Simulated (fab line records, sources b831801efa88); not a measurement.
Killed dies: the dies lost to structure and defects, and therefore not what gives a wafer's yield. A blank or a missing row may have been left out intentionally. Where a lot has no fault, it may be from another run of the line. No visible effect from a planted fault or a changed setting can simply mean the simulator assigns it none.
The same fault as seen by 2 desks -- flow gf180mcu -- every desk sees just its own numbers, and what lay behind them comes last

## THE METROLOGY DESK
Means of the sampled wafers that have a number, per lot and without regard to the tool the lot ran on: this is what the gauges read. Any lot whose mean is over 4 standard deviations away from the usual mean is out of limits and marked OUT; that distance is given in the brackets.
Columns: A = PASSIVATION_CVD_02_THK at GF_PASSIVATION_THK_MEAS_03, usual 700 nm
lot,first seen here,A
L987,day 28 17:44,707
L988,day 29 01:10,693
L989,day 29 09:50,711
L990,day 29 22:46,699
L991,day 30 01:32,699
L992,day 30 11:56,698
L993,day 30 12:52,695
L994,day 31 00:46,696
L995,day 31 04:44,701
L996,day 31 10:36,696
L997,day 31 19:38,704
L998,day 32 03:57,692
L101,day 32 17:08,697
This desk's finding: nothing out of limits on any of the 13 lots.

## AT THE TOOL OWNER'S DESK: pvd sputter-01
The tool's own readings at GF_M4_SPUTTER_02 (material AlCu, target thk 450 nm, time 23.9 s): means of the sampled wafers that have a number, for each lot that ran on this tool. Any lot whose mean is over 4 standard deviations away from the usual mean is out of limits and marked OUT; that distance is given in the brackets.
Columns: A = throttle valve pct at GF_M4_SPUTTER_02, usual 30.3 %
lot,first seen here,A
L988,day 23 10:53,30.1
L989,day 23 22:22,30.4
L990,day 24 09:45,30.4
L993,day 25 04:07,30.5
L998,day 27 01:01,30.3
L101,day 27 18:19,30.6
This desk's finding: nothing out of limits on any of the 6 lots.

## ALL TOGETHER
At the metrology desk, nothing out of limits was observed.
The tool owner's desk saw nothing out of limits.

## WHAT THE SIMULATOR PUT IN
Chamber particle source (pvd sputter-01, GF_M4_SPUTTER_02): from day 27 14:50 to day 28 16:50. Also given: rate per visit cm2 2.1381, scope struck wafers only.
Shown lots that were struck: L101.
